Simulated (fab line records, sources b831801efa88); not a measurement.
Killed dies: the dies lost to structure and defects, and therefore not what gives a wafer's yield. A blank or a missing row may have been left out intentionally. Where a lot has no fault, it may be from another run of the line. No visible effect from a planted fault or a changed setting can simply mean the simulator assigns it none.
Which of the tools did it?	flow gf180mcu	Sampling: 6 lots, 18 wafers, 4 of 602 route steps

== WHAT EACH GAUGE READ, for each wafer ==
GF_M1_THK_MEAS_06: measures by xrf.
lot	measured	on	M1_ALCU_THK (nm)
L986	day 16 07:29	film-metro-04	433 439 442
L994	day 19 16:22	film-metro-01	445 443 447
L999	day 21 06:13	film-metro-02	443 441 443
L101	day 22 01:04	film-metro-01	451 446 455
L104	day 23 02:10	film-metro-02	456 458 457

== TOOL THAT RAN EACH LOT (tool first, then ch and the chambers of the sampled wafers, then the start) ==
lot	GF_SAB_STRIP_13	GF_CONTACT_CMP_04	GF_CONTACT_STRIP_18
L986	plasma-asher-02 ch 0,1, day 15 07:26	cmp-01 ch 2,3, day 15 08:24	plasma-asher-02 ch 0,1, day 16 06:08
L990	plasma-asher-03 ch 0,1, day 17 14:17	cmp-02 ch 1,2,3, day 17 15:17	plasma-asher-01 ch 1, day 18 15:35
L994	plasma-asher-02 ch 0,1, day 18 12:52	cmp-01 ch 0,2,3, day 18 13:57	plasma-asher-03 ch 0,1, day 19 15:02
L999	plasma-asher-02 ch 0,1, day 20 03:02	cmp-02 ch 2,3, day 20 04:05	plasma-asher-01 ch 0,1, day 21 04:53
L101	plasma-asher-02 ch 0,1, day 20 22:35	cmp-01 ch 0,2, day 20 23:37	plasma-asher-01 ch 0,1, day 21 23:44
L104	plasma-asher-02 ch 0, day 22 00:11	cmp-02 ch 0,3, day 22 01:20	plasma-asher-03 ch 1, day 23 00:50
- GF_SAB_STRIP_13: strips in O2/N2.
- GF_CONTACT_CMP_04: polishes SiO2.
- GF_CONTACT_STRIP_18: strips in O2/N2.

== THE ANSWER, worked out from the rows above alone ==
Rule: what is usual is taken from the lots themselves. Put in order of their means at a reading, lots are off if they are a third of the lots or fewer, leave a main group of 4 or more, and stand apart from it by a gap of 3 or more times the standard deviation of the main group's means; of several such gaps the widest counts. A main group is skipped when, at the precision printed for the reading in the tables above, its means are all equal. Also off: a lot with no number at a reading for which 4 or more lots have one. All remaining lots with rows at the step are treated as sound.
Nothing can be told from this: no lot is off at any reading shown.

== WHAT WAS PUT IN BY THE SIMULATOR ==
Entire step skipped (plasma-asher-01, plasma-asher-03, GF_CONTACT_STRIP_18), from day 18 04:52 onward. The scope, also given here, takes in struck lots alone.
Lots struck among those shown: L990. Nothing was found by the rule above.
